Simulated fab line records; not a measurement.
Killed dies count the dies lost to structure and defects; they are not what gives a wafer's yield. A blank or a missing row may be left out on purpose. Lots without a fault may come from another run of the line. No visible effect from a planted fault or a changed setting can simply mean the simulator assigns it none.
Problem report in the 8D (eight disciplines) form, filled by code + flow sky130 + the parts of the form that need people (team, actions taken, sign-off) are left out

== 1. WHAT WENT WRONG ==
Wafers without a fault read 74.4 s with a standard deviation of 0.51, while run length s at SKY_VIA1_ETCH_14 averages 51.2 s across 2 wafers of 1 lot. That puts it -45 standard deviations away from the usual mean.
The step: etches BARC in N2/H2, stops on SiO2, time 45.9 s, target depth 60 nm.
Earliest sighting: wafer L990.2 on rie diel-03 at day 38 21:14. The record holds 39 wafers of 13 lots with a number at this step. The rule behind "out" and "out of limits": a value lying over 4 standard deviations away from the usual mean. The other wafers with a number count as sound.

== 2. WHAT IT IS; WHAT IT IS NOT ==
| question                    | is                           | is not                                                                                 |
|-----------------------------|------------------------------|----------------------------------------------------------------------------------------|
| which readings at this step | run length s, oes product au | drypump motor current A                                                                |
| which lots                  | L990                         | L976, L977, L978, L980, L981, L982, L984, L985, L991, L992, L993, L998                 |
| which wafers of those lots  | L990.2, L990.6               | L990.3                                                                                 |
| read on which tools         | rie diel-03                  | rie diel-01, rie diel-02                                                               |
| when                        | from day 38 21:14            | up to then (25 sound wafers); but 12 sound wafers of L991, L992, L993, L998 came after |

== 3. SUSPECTS, AND WHAT RULES EACH OUT ==
Counting: if a tool at a process step up to the reading ran every lot that is out, it stays a suspect. Sound lots after the first of them don't rule it out here, since some wafers of a struck lot are sound.
- plasma asher-01 at SKY_CONTACT_STRIP_19 (strips in O2/N2): kept. It processed L990, the lot that is out, at day 36 15:27, and its most recent sound lot before then was L985 at day 34 20:16.
- rie diel-03 at SKY_VIA1_ETCH_14 (etches BARC in N2/H2, stops on SiO2, time 45.9 s, target depth 60 nm): kept. It processed L990, the lot that is out, at day 38 21:14, and its most recent sound lot before then was L985 at day 37 10:19. Out on those wafers are its own readings of oes product au, run length s.
- Within rie diel-03 at SKY_VIA1_ETCH_14: the wafers that are out ran in chambers 1, 3; their sound lot-mates ran in chamber 2.
The count leaves rie diel-03 at SKY_VIA1_ETCH_14 and plasma asher-01 at SKY_CONTACT_STRIP_19.

== 4. THE CAUSE (what the simulator had put in) ==
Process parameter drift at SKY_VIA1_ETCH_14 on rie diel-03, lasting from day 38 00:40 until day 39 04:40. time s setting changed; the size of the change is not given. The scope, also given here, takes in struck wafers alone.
This tool is one of the 2 suspects left after counting.

== 5. THE EFFECT CHAIN, in route order ==
Each row: a reading whose mean over the struck wafers that have a number lies more than 3 standard deviations from the usual. Scope: only readings with a usual standard deviation given in the record; hours: median across lots of the time from each lot's start at the first step in this table that gives one to its start at this step; sigmas: change in usual standard deviations.
| hours | step              | reading                  | usual      | on struck wafers | change | sigmas      |
|-------|-------------------|--------------------------|------------|------------------|--------|-------------|
| 0     | SKY_VIA1_ETCH_14  | oes product au           | 0.855 a.u. | 1.002            | +0.147 | +29         |
| 0     | SKY_VIA1_ETCH_14  | run length s             | 74.4 s     | 51.2             | -23.2  | -45         |
| 0     | SKY_VIA1_ETCH_15  | oes product au           | 0.974 a.u. | 0.362            | -0.611 | -99 or more |
| 0     | SKY_VIA1_STRIP_16 | strip time to endpoint s | 4.459 s    | 4.670            | +0.211 | +9.6        |
Process steps it contains:
- SKY_VIA1_ETCH_14: etches BARC in N2/H2, stops on SiO2, time 45.9 s, target depth 60 nm.
- SKY_VIA1_ETCH_15: etches SiO2 in C4F8/O2/Ar, stops on TiN, target depth 351 nm, time 54 s.
- SKY_VIA1_STRIP_16: strips in O2/N2.
Readings that are blank on the struck wafers while sound wafers have them: bias w at SKY_VIA1_ETCH_14.

== 6. WHAT WOULD HAVE CAUGHT IT SOONER ==
In this record no reading fell out of limits until day 38 21:14, 21 hours after the fault had begun at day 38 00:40.
